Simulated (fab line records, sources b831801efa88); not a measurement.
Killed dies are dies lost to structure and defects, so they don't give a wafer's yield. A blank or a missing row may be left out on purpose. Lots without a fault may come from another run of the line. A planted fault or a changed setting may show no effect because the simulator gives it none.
fab line records | flow sky130
record lots=6 wafers=18 last_day=49
route steps=708 shown LOCAL_INTERCONNECT@396 CONTACT@406 PAD_OPEN@708
lots that met no fault: from a run of the same line without faults
start_h: hours from the record's first day to the start of the lot's first wafer shown | wait_h: hours since the lot's step before | " the same as in the row above | L1.1+2: a row that stands for several wafers | - no value, or no start given | * or withheld: withheld | < > ~ a bound
route shown NAME@n: a module of which the file shows steps, and the number in the route of the first | usual: mean/standard deviation of fault-free wafers | same: alike in all rows | chamber/n: place in a boat | sites: the reading at each site | _std_site: their standard deviation | _edge_site: outer sites' mean less inner sites' | radius_mm: how far each site lies from the wafer's centre | mask NAME#n: copy n | behind: the tool/chamber that last shaped the wafer | hold: why the lot was held/for how many hours/how that ended | device: the transistor (n, p or np) that didn't switch | end of line: the same wafers' tests at the end of the route | a step without rows: its recipe alone | killed: dies lost to structure and defects at the first sort, not the wafer's yield | map: a wafer's dies, x killed, . not, _ none there
set.NAME: the setting as run; set.NAME@STEP: as run at that earlier step | model.NAME: the simulator's own value behind a step, which no gauge read
lots at some steps of the route; a table a step, a row a wafer
services: from which hour (start_h, from the record's first day; less than 0 if before it) a tool's chamber was out of use, for how many hours, and why
## steps
# step SKY_LOCAL_INTERCONNECT_PEB_09
# recipe peb_temp_c=withheld peb_time_s=withheld resist=KrF-thick
# step SKY_LOCAL_INTERCONNECT_DEVELOP_10
# recipe develop_time_s=60 resist=KrF-thick dev_temp_c=21
# step SKY_LOCAL_INTERCONNECT_CD_MEAS_11
# recipe target_cd_nm=170
# usual cd_nm=169.9/1.6
# columns lot.wafer tool chamber start_h wait_h cd_nm
L762.1 cd_sem-02 - 756.05 - 169.6
L762.3 " - " " 169.5
L762.5 " - " " 169.9
L766.2 cd_sem-02 - 782.01 - 170.0
L766.3 " - " " 169.1
L766.6 " - " " 169.0
L770.1 cd_sem-02 - 814.55 - 168.9
L770.2 " - " " 169.5
L770.5 " - " " 169.7
L771.1 cd_sem-01 - 815.70 - 172.0
L771.4 " - " " 173.8
L771.5 " - " " 172.2
L772.1 cd_sem-02 - 824.26 - 171.9
L772.5 " - " " 171.2
L772.6 " - " " 171.2
L773.3 cd_sem-01 - 830.44 - 172.4
L773.4 " - " " 171.0
L773.5 " - " " 172.3
# step SKY_LOCAL_INTERCONNECT_OVL_MEAS_12
# usual LOCAL_INTERCONNECT_OVL=0/5.1
# columns lot.wafer tool chamber start_h wait_h LOCAL_INTERCONNECT_OVL[nm]
L762.1 overlay-02 - 756.17 0.1 -4
L762.3 " - " " -2
L762.5 " - " " -3
L766.2 overlay-02 - 782.12 0.1 -4
L766.3 " - " " -4
L766.6 " - " " -1
L770.1 overlay-01 - 814.67 0.1 0
L770.2 " - " " -4
L770.5 " - " " -1
L771.1 overlay-02 - 815.82 0.1 -2
L771.4 " - " " 9
L771.5 " - " " 4
L772.1 overlay-01 - 824.38 0.1 3
L772.5 " - " " 2
L772.6 " - " " -6
L773.3 overlay-01 - 830.54 0.1 -2
L773.4 " - " " -3
L773.5 " - " " -12
# step SKY_LOCAL_INTERCONNECT_ETCH_13
# recipe chemistry=N2/H2 target=BARC ion_energy_ev=200 bias_w=100 pressure_mtorr=30 n2_flow_sccm=100 h2_flow_sccm=200 icp_w=500 stop_on=SiO2 time_s=45.9 target_depth_a=600
# usual drypump_motor_current_A=5.9/0.57 oes_product_au=0.855/0.0046 throttle_valve_pct=13.224/0.009
# same time_s=45.9
# columns lot.wafer tool chamber start_h wait_h drypump_motor_current_A oes_product_au rf_hours_counter_h throttle_valve_pct
L762.1 rie_metal-03 1 756.21 0.0 5.0 0.851 16 13.227
L762.3 " 1 " " 5.0 0.853 - 13.220
L762.5 " 1 " " 5.0 0.849 - 13.224
L766.2 rie_metal-01 1 782.15 0.0 6.6 0.862 15 13.213
L766.3 " 1 " " 6.6 0.861 - 13.214
L766.6 " 1 " " 6.6 0.859 - 13.244
L770.1 rie_metal-03 1 814.71 0.0 5.0 0.846 0 13.227
L770.2 " 0 " " 6.4 0.857 2 13.240
L770.5 " 1 " " 5.0 0.846 - 13.233
L771.1 rie_metal-01 0 815.86 0.0 5.4 0.861 6 13.222
L771.4 " 0 " " 5.4 0.855 - 13.225
L771.5 " 0 " " 5.4 0.845 - 13.230
L772.1 rie_metal-01 0 824.42 0.0 5.4 0.852 6 13.224
L772.5 " 0 " " 5.4 0.858 - 13.210
L772.6 " 0 " " 5.4 0.854 - 13.225
L773.3 rie_metal-03 0 830.58 0.0 6.4 0.847 - 13.238
L773.4 " 1 " " 5.0 0.851 - 13.231
L773.5 " 0 " " 6.4 0.852 - 13.229
# step SKY_LOCAL_INTERCONNECT_METAL_ETCH_14
# recipe target_depth_nm=110 stop_on=PSG chemistry=Cl2/BCl3 target=TiN resist_sidewall_deg=88 pressure_mtorr=10 icp_w=900 bias_w=48.5 Cl2_flow_sccm=60 bcl3_flow_sccm=30 time_s=31.4
# usual drypump_motor_current_A=5.9/0.57 oes_product_au=0.940/0.0083 throttle_valve_pct=21.903/0.01
# same time_s=31.4
# columns lot.wafer tool chamber start_h wait_h drypump_motor_current_A oes_product_au rf_hours_counter_h throttle_valve_pct
L762.1 rie_metal-03 1 756.27 0.0 5.0 0.944 16 21.902
L762.3 " 1 " " 5.0 0.943 - 21.893
L762.5 " 1 " " 5.0 0.947 - 21.899
L766.2 rie_metal-01 1 782.21 0.0 6.6 0.938 15 21.921
L766.3 " 1 " " 6.6 0.946 - 21.887
L766.6 " 1 " " 6.6 0.943 - 21.909
L770.1 rie_metal-03 1 814.77 0.0 5.0 0.947 0 21.908
L770.2 " 0 " " 6.4 0.945 2 21.909
L770.5 " 1 " " 5.0 0.951 - 21.899
L771.1 rie_metal-01 0 815.99 0.1 5.4 0.941 6 21.904
L771.4 " 0 " " 5.4 0.939 - 21.901
L771.5 " 0 " " 5.4 0.939 - 21.918
L772.1 rie_metal-01 0 824.55 0.1 5.4 0.931 6 21.906
L772.5 " 0 " " 5.4 0.936 - 21.914
L772.6 " 0 " " 5.4 0.941 - 21.909
L773.3 rie_metal-03 0 830.64 0.0 6.4 0.945 - 21.909
L773.4 " 1 " " 5.0 0.948 - 21.900
L773.5 " 0 " " 6.4 0.942 - 21.912
# step SKY_LOCAL_INTERCONNECT_STRIP_15
# recipe chemistry=O2/N2 power_w=1400 pressure_mtorr=1500 platen_temp_c=withheld o2_flow_sccm=3000 n2_flow_sccm=300 overash_fraction=0.5
# usual drypump_motor_current_A=5.9/0.53 oes_product_au=0.429/0.0051 strip_time_to_endpoint_s=4.766/0.021
# columns lot.wafer tool chamber start_h wait_h drypump_motor_current_A oes_product_au rf_hours_counter_h strip_time_to_endpoint_s
L762.1 plasma_asher-01 1 756.32 0.0 5.0 0.419 65 4.783
L762.3 " 1 " " 5.1 0.429 - 4.784
L762.5 " 1 " " 5.1 0.428 - 4.780
L766.2 plasma_asher-04 1 782.26 0.0 6.2 0.419 87 4.742
L766.3 " 1 " " 6.2 0.423 - 4.765
L766.6 " 0 " " 6.4 0.417 - 4.758
L770.1 plasma_asher-03 1 814.82 0.0 5.8 0.440 38 4.771
L770.2 " 0 " " 5.4 0.422 38 4.719
L770.5 " 1 " " 5.8 0.434 - 4.751
L771.1 plasma_asher-04 0 816.09 0.1 6.3 0.422 90 4.777
L771.4 " 0 " " 6.4 0.432 - 4.798
L771.5 " 0 " " 6.4 0.432 - 4.782
L772.1 plasma_asher-01 1 824.65 0.1 5.1 0.430 72 4.725
L772.5 " 0 " " 6.6 0.435 - 4.739
L772.6 " 1 " " 5.1 0.429 - 4.776
L773.3 plasma_asher-01 1 830.71 0.1 5.1 0.430 - 4.728
L773.4 " 0 " " 6.5 0.426 - 4.731
L773.5 " 0 " " 6.5 0.429 - 4.729
# step SKY_LOCAL_INTERCONNECT_STRIP_16
# recipe chemistry=post_etch_residue_remover time_s=1200 temp_c=72.5
# step SKY_LOCAL_INTERCONNECT_CLEAN_17
# recipe chemistry=IPA time_s=180 temp_c=25
# step SKY_LOCAL_INTERCONNECT_CLEAN_18
# recipe chemistry=O3/DIW dry=n2_spin
# step SKY_CONTACT_CVD_00
# recipe material=Si3N4 target_thk_nm=75 temp_c=400 time_s=withheld rf_w=450
# usual heater_power_w=695/100
# columns lot.wafer tool chamber start_h wait_h heater_power_w
L762.1 pecvd-04 2 757.41 0.0 664
L762.3 " 0 " " 837
L762.5 " 2 " " 633
L766.2 pecvd-04 2 782.86 0.0 624
L766.3 " 1 " " 536
L766.6 " 2 " " 646
L770.1 pecvd-01 0 815.51 0.0 643
L770.2 " 1 " " 763
L770.5 " 2 " " 628
L771.1 pecvd-03 0 816.78 0.0 646
L771.4 " 2 " " 708
L771.5 " 1 " " 838
L772.1 pecvd-01 1 825.30 0.0 743
L772.5 " 2 " " 630
L772.6 " 0 " " 719
L773.3 pecvd-04 0 831.32 0.0 777
L773.4 " 0 " " 767
L773.5 " 1 " " 591
# step SKY_CONTACT_THK_MEAS_01
# recipe reads=Si3N4_of_CONTACT_CVD_00
# usual CONTACT_CVD_00_THK=74.7/0.9
# columns lot.wafer tool chamber start_h wait_h CONTACT_CVD_00_THK[nm]
L762.1 film_metro-01 - 757.44 - 74.9
L762.3 " - " " 74.5
L762.5 " - " " 75.3
L766.2 film_metro-01 - 782.90 - 74.1
L766.3 " - " " 74.0
L766.6 " - " " 74.8
L770.1 film_metro-02 - 815.55 - 74.7
L770.2 " - " " 76.0
L770.5 " - " " 76.3
L771.1 film_metro-01 - 816.81 - 73.9
L771.4 " - " " 75.7
L771.5 " - " " 74.8
L772.1 film_metro-02 - 825.33 - 75.0
L772.5 " - " " 75.5
L772.6 " - " " 75.0
L773.3 film_metro-03 - 831.38 - 73.5
L773.4 " - " " 74.3
L773.5 " - " " 76.0
# step SKY_CONTACT_HDPCVD_02
# recipe material=SiO2 target_thk_nm=565 sigma_open_frac=0.3 time_s=94.2 temp_c=600 sih4_flow_sccm=60 pressure_mtorr=6
# usual run_length_s=122.4/0.44 sih4_flow_sccm=60.00/0.17
# columns lot.wafer tool chamber start_h wait_h run_length_s sih4_flow_sccm model.SiO2_of_CONTACT_HDPCVD_02.thk_nm
L762.1 hdpcvd-02 2 757.50 0.1 122.6 59.85 552.7
L762.3 " 1 " " 122.1 59.67 568.4
L762.5 " 0 " " 122.0 60.01 560.7
L766.2 hdpcvd-01 2 782.95 0.0 122.6 59.67 545.3
L766.3 " 0 " " 122.3 59.82 566.3
L766.6 " 1 " " 121.8 60.15 564.2
L770.1 hdpcvd-02 2 815.61 0.1 122.5 59.92 567.7
L770.2 " 0 " " 122.4 60.16 566.9
L770.5 " 0 " " 121.9 60.26 560.6
L771.1 hdpcvd-01 1 816.87 0.1 118.6 59.62 546.5
L771.4 " 1 " " 118.3 60.07 536.2
L771.5 " 2 " " 119.8 59.97 536.4
L772.1 hdpcvd-02 1 825.39 0.1 121.8 59.81 567.8
L772.5 " 2 " " 122.5 60.27 564.4
L772.6 " 1 " " 122.0 59.74 569.5
L773.3 hdpcvd-01 1 831.42 0.0 118.8 59.89 545.1
L773.4 " 1 " " 118.4 59.86 548
L773.5 " 2 " " 119.4 59.91 530.1
# step SKY_CONTACT_THK_MEAS_03
# recipe reads=SiO2_of_CONTACT_HDPCVD_02
# usual CONTACT_HDPCVD_THK=565/7
# columns lot.wafer tool chamber start_h wait_h CONTACT_HDPCVD_THK[nm]
L762.1 film_metro-03 - 757.57 0.0 553
L762.3 " - " " 568
L762.5 " - " " 561
L766.2 film_metro-03 - 783.03 0.0 545
L766.3 " - " " 567
L766.6 " - " " 564
L770.1 film_metro-01 - 815.67 0.0 568
L770.2 " - " " 567
L770.5 " - " " 560
L771.1 film_metro-02 - 816.97 0.1 547
L771.4 " - " " 536
L771.5 " - " " 537
L772.1 film_metro-01 - 825.46 0.0 568
L772.5 " - " " 565
L772.6 " - " " 570
L773.3 film_metro-01 - 831.51 0.1 545
L773.4 " - " " 547
L773.5 " - " " 530
# step SKY_CONTACT_CMP_04
# recipe material=SiO2 down_force_psi=4 platen_rpm=60 pad_velocity_m_s=0.94248
# usual motor_current_A=11.9/1.3 slurry_filter_dp_kPa=13.52/0.13 time_to_endpoint_s=81/5.3
# columns lot.wafer tool chamber start_h wait_h motor_current_A slurry_filter_dp_kPa time_to_endpoint_s
L762.3 cmp-02 1 757.73 0.1 12.0 13.46 91
L762.1 " 2 " " 12.9 13.64 82
L762.5 " 0 " " 10.7 13.23 80
L766.2 cmp-01 2 783.08 0.0 10.7 13.42 69
L766.3 " 0 " " 12.1 13.49 77
L766.6 " 3 " " 10.7 13.45 77
L770.2 cmp-01 1 815.78 0.1 11.1 13.30 76
L770.1 " 2 " " 10.8 13.42 81
L770.5 " 1 " " 10.8 13.53 70
L771.4 cmp-02 1 817.08 0.1 11.9 13.62 81
L771.1 " 2 " " 12.3 13.50 77
L771.5 " 1 " " 12.0 13.78 80
L772.1 cmp-02 1 825.57 0.1 12.4 13.57 93
L772.6 " 0 " " 11.1 13.45 84
L772.5 " 1 " " 12.0 13.46 92
L773.4 cmp-02 1 831.55 0.0 11.9 13.63 83
L773.3 " 2 " " 12.3 13.58 79
L773.5 " 1 " " 11.5 13.48 79
# step SKY_PAD_OPEN_PROBE_99
# usual killed_at_M0_to_M3=43/6.6 killed_at_M4_up=3.0/1.7 killed_at_contacts=24/5.4 killed_at_front_end=16/4.6 killed_at_other=0.3/0.53 killed_dies=87/9.7 killed_open=47/7.3 killed_short=39/6.5
# same gross_dies=492 killed_at_back_side=0
# columns lot.wafer tool chamber start_h wait_h killed_at_M0_to_M3 killed_at_M4_up killed_at_contacts killed_at_front_end killed_at_other killed_dies killed_open killed_short
L766.2 prober-01 - 1132.73 0.1 40 3 22 15 0 80 41 39
L766.3 prober-01 - 1132.78 0.2 44 3 21 15 0 83 47 36
L766.6 prober-01 - 1132.93 0.2 32 4 25 23 1 85 48 37
L773.3 prober-02 - 1166.75 0.2 33 3 24 14 0 74 48 26
L773.4 prober-02 - 1166.80 0.2 33 7 21 8 0 69 42 27
L773.5 prober-02 - 1166.85 0.2 52 5 13 14 0 84 41 43
# killed by level:class
L766.2 VIA1:geometric_particle:open=10 CONTACT:geometric_particle:short=7 CONTACT:geometric_particle:open=7 METAL1:geometric_particle:short=7 FIELD_ISO:geometric_particle:short=6 VIA3:geometric_particle:open=5 POLY_GATE:geometric_particle:open=4 FIELD_ISO:geometric_particle:open=3
L766.3 VIA1:geometric_particle:open=13 LI_CONTACT:geometric_particle:open=8 VIA3:geometric_particle:open=8 CONTACT:geometric_particle:short=6 FIELD_ISO:geometric_particle:open=5 VIA1:geometric_particle:short=5 METAL2:geometric_particle:short=5 VIA2:geometric_particle:open=4
L766.6 VIA1:geometric_particle:open=10 FIELD_ISO:geometric_particle:open=7 POLY_GATE:geometric_particle:open=7 LI_CONTACT:geometric_particle:open=7 CONTACT:geometric_particle:open=6 CONTACT:geometric_particle:short=6 FIELD_ISO:geometric_particle:short=4 LOCAL_INTERCONNECT:geometric_particle:short=4
L773.3 CONTACT:geometric_particle:open=13 VIA1:geometric_particle:open=10 METAL2:geometric_particle:short=6 VIA2:geometric_particle:open=6 POLY_GATE:geometric_particle:open=5 CONTACT:geometric_particle:short=5 VIA3:geometric_particle:open=4 FIELD_ISO:geometric_particle:open=3
L773.4 VIA1:geometric_particle:open=9 LI_CONTACT:geometric_particle:open=8 CONTACT:geometric_particle:open=7 VIA3:geometric_particle:open=6 METAL4:geometric_particle:short=6 FIELD_ISO:geometric_particle:short=4 VIA2:geometric_particle:open=4 LOCAL_INTERCONNECT:geometric_particle:short=3
L773.5 VIA1:geometric_particle:open=10 VIA1:geometric_particle:short=7 VIA2:geometric_particle:open=6 VIA3:geometric_particle:short=6 FIELD_ISO:geometric_particle:short=5 LOCAL_INTERCONNECT:geometric_particle:short=4 METAL1:geometric_particle:short=4 METAL3:geometric_particle:open=4
## services
# columns tool chamber start_h hours kind
cmp-01 - 737.27 2.6 repair
cmp-01 - 744.15 4.0 pm
cmp-01 - 748.15 - consumable_replace:conditioner
cmp-01 - 748.15 - consumable_replace:pad
rie_metal-01 - 749.77 2.8 pm
plasma_asher-04 - 756.21 0.7 repair
plasma_asher-04 - 774.22 2.0 repair
rie_metal-03 1 778.64 - clean
rie_metal-03 1 778.64 20.4 scheduled_down
rie_metal-03 1 778.64 20.4 vent_cycle
plasma_asher-04 - 779.55 1.2 repair
pecvd-04 1 800.65 2.1 scheduled_down
pecvd-03 1 800.74 - calibration
rie_metal-01 1 808.45 - clean
rie_metal-01 1 808.45 20.1 scheduled_down
rie_metal-01 1 808.45 20.1 vent_cycle
hdpcvd-01 0 815.25 15.4 repair
cmp-01 - 817.20 0.9 repair
pecvd-03 1 821.99 2.1 scheduled_down
hdpcvd-02 - 826.77 1.5 repair
pecvd-03 2 827.98 5.0 scheduled_down
cmp-01 - 831.09 2.7 repair
## key
first_sign step=SKY_CONTACT_HDPCVD_02 reading=run_length_s direction=down sigmas=8.1 usual=* struck=*
effect step=SKY_CONTACT_THK_MEAS_03 reading=CONTACT_HDPCVD_THK direction=down sigmas=3.5 usual=565 struck=540
model_effect step=SKY_CONTACT_HDPCVD_02 value=SiO2_of_CONTACT_HDPCVD_02.thk_nm without=560.6 struck=540.4
met_at SKY_CONTACT_HDPCVD_02
struck_wafers L771.1,L771.4,L771.5,L773.3,L773.4,L773.5
tester_left_out L771,L773
onset_between 782.95 816.87
fault kind=process_parameter_drift tool=hdpcvd-01 chamber=- onset_h=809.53 steps=SKY_CONTACT_HDPCVD_02 channel=time_s offset=* shape=step end_h=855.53 acts_in=* stated=*
# tester_left_out: of these lots the tester's yield and bins aren't shown, on N5 and GAA mostly nor the transistor test; their killed dies are dies lost to structure and defects alone, not to doping, threshold or leakage, so they don't give the yield
